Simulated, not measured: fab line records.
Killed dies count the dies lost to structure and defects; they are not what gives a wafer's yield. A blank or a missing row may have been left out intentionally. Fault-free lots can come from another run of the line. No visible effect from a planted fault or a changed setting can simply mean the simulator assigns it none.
Struck lot and sound lot, side by side | flow sky130 | 15 steps out of a route of 708
Sound: the wafers L193.1, L193.3, L193.6. Struck: wafer L203.3 (left out: L203.2, L203.4 of the same lot, which were not struck); the cause appears at the end.
At each step with rows: each side's tool, then ch and its chambers, then its first start. Under that, the readings that differ: sound wafers | struck wafers | difference of the means | sigmas: that difference in standard deviations of wafers without a fault.
alike: a reading whose means differ by less than 2 such deviations, as well as words and numbers matching on both sides. not compared: withheld readings; readings where some wafer has no value; bounds like >300 that might hide an equal value; numbers whose values overlap and for which the record gives no deviation.
Wherever a step has rows on one side only, a row that says differs or no value, or a row with sigmas, the two part there. When numbers do not overlap yet have no deviation, they are printed without sigmas and do not part them. A reading missing from all wafers of one side parts the sides only when that side holds two or more wafers.

SKY_METAL2_THK_MEAS_06: measures by xrf.
  sound on film metro-04 at day 35 04:58; struck on film metro-04 at day 38 12:10
  alike: METAL2_ALCU_THK
then, 8 steps without rows for these wafers: SKY_METAL2_DEHYDRATE_07 (time 60 s); SKY_METAL2_HMDS_08 (prime time 60 s); SKY_METAL2_COAT_09 (resist thk 60 nm); SKY_METAL2_COAT_10 (resist thk 450 nm); SKY_METAL2_SOFTBAKE_11 (time 90 s); SKY_METAL2_EXPOSE_12 (exposes mask MM2, target cd 140 nm); SKY_METAL2_PEB_13; SKY_METAL2_DEVELOP_14 (develop time 60 s).
SKY_METAL2_CD_MEAS_15: the cd target is 140 nm.
  sound on cd sem-02 at day 36 08:02; struck on cd sem-01 at day 39 12:45
  alike: cd nm
SKY_METAL2_OVL_MEAS_16:
  sound on overlay-02 at day 36 08:09; struck on overlay-01 at day 39 12:52
  alike: METAL2_OVL
SKY_METAL2_DESCUM_17: chemistry O2, time 8 s.
  sound on rie metal-04 ch 0,1, day 36 08:11; struck on rie metal-04 ch 0, day 39 12:53
  alike: drypump motor current A, oes product au
  not compared: rf hours counter h
SKY_METAL2_ETCH_18: etches BARC in N2/H2, stops on SiO2, time 45.9 s, target depth 60 nm.
  sound on rie metal-04 ch 0,1, day 36 08:13; struck on rie metal-04 ch 0, day 39 12:55
  reading                                       | sound             | struck | difference | sigmas
  oes product au (a.u.)                         | 0.856 0.858 0.854 | 0.845  | -0.011     | -3
  rf fwd power W (W)                            | 494.6 494.0 496.1 | 574.2  | +79.3      | +44
  model.KrF-thick_of_METAL2_COAT_10.thk nm (nm) | 391.4 389.4 390.1 | 387.6  | -2.7       |
  alike: drypump motor current A, throttle valve pct
  not compared: rf hours counter h
SKY_METAL2_METAL_ETCH_19: etches the open film in Cl2/BCl3, stops on SiO2, target depth 360 nm, time 78 s.
  sound on rie metal-04 ch 0,1, day 36 08:17; struck on rie metal-04 ch 0, day 39 12:59
  reading                                       | sound             | struck | difference | sigmas
  model.KrF-thick_of_METAL2_COAT_10.thk nm (nm) | 158.5 153.2 156.1 | 152.8  | -3.1       |
  alike: bcl3 flow sccm, drypump motor current A, oes product au, rf fwd power W, throttle valve pct
  not compared: rf hours counter h
SKY_METAL2_STRIP_20: strips in O2/N2.
  sound on plasma asher-02 ch 0,1, day 36 08:22; struck on plasma asher-02 ch 0, day 39 13:04
  alike: drypump motor current A, oes product au, strip time to endpoint s
  not compared: rf hours counter h

== WHERE THEY PART ==
Only at SKY_METAL2_ETCH_18, as far as this record shows. Later steps at which nothing parts them and some readings are alike: SKY_METAL2_METAL_ETCH_19, SKY_METAL2_STRIP_20.

WHY: what the simulator had put in
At SKY_METAL2_ETCH_18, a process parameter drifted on rie metal-04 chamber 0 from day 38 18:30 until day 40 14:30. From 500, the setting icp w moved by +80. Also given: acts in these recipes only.
